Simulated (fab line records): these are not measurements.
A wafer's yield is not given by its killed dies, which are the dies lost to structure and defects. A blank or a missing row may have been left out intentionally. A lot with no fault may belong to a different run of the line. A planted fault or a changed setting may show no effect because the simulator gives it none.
Code-filled problem report in 8D (eight disciplines) form    flow gf180mcu    the parts of the form that need people (team, actions taken, sign-off) are left out

1. WHAT WENT WRONG
Mean VT_IMPLANT_4_TW at GF_VT_IMPLANT_TW_MEAS_43: 1148 over 6 wafers in 2 lots; fault-free wafers: 692, standard deviation 6. Relative to the usual mean, that is a shift of +76 standard deviations.
The first sign was on wafer L197.1 at day 11 05:38, on film metro-04. Wafers with a number at this step in the record: 42, from 14 lots. Rule for "out" (also "out of limits"): further than 4 standard deviations from the usual mean. The rest of the wafers with a number are treated as sound.

2. WHAT IT IS; WHAT IT IS NOT
question                     is                      is not
which readings at this step  VT_IMPLANT_4_TW         -
which lots                   L197, L199              L184, L185, L186, L187, L188, L189, L194, L201, L203, L204, L206, L207
which wafers of those lots   all that have a number  -
read on which gauges         film metro-04           film metro-01
when                         from day 11 05:38       up to then (21 sound wafers); but 15 sound wafers of L201, L203, L204, L206, L207 came after

3. WHAT RULES OUT EACH SUSPECT
Counting: a tool at any process step up to the reading remains a suspect when it ran all the lots that are out and ran no sound lot after the first of those.
- the gauge at GF_VT_IMPLANT_TW_MEAS_43 is ruled out. All the wafers that are out were read on film metro-04, but those of them that GF_VT_IMPLANT_IMPLANT_41 has rows for are out there too, on other tools.
- implanter-02 at GF_VT_IMPLANT_IMPLANT_41: kept. All lots that are out passed through it, beginning with L197 at day 11 05:23, and no sound lot followed; its final sound lot before that point was L194 at day 10 08:02. On those wafers its own readings are out: dose ions cm2, faraday current uA.
Remaining after the count: implanter-02 at GF_VT_IMPLANT_IMPLANT_41.

4. THE CAUSE (what the simulator had put in)
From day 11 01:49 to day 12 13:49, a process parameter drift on implanter-02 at GF_VT_IMPLANT_IMPLANT_41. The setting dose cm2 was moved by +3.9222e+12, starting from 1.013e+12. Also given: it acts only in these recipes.
Only this tool survived the counting.

5. SEQUENCE OF EFFECTS, ordered by route
Rows list readings where the struck wafers' mean (over those with a number) sits beyond 3 standard deviations from the usual. Readings are gone through only where the record gives a usual standard deviation; hours: the median, over the lots, of the time from a lot's start at the first step in this table giving one to that lot's start at this step; sigmas: the change measured in usual standard deviations.
hours  step                      reading             usual      on struck wafers  change      sigmas
0      GF_VT_IMPLANT_IMPLANT_41  dose ions cm2       1.013e+12  4.935e+12         +3.922e+12  +99 or more
0      GF_VT_IMPLANT_IMPLANT_41  faraday current uA  5.72       27.98             +22.26      +99 or more
0      GF_VT_IMPLANT_TW_MEAS_43  VT_IMPLANT_4_TW     692        1148              +456        +76
Here are the process steps it includes:
- GF_VT_IMPLANT_IMPLANT_41

6. HOW IT WOULD HAVE BEEN CAUGHT EARLIER
The first out-of-limits reading at a measuring or inspecting step in this record came at day 11 05:38, 4 hours after the fault's start at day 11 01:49.
Tool's own readings at GF_VT_IMPLANT_IMPLANT_41, dose ions cm2, faraday current uA: out on all struck wafers the step has rows for; an alarm limit on them would have tripped on the first.
Lots out: 2; of these, L199 started GF_VT_IMPLANT_IMPLANT_41 on implanter-02 after day 11 05:38. Putting the tool on hold at that point would have spared it.
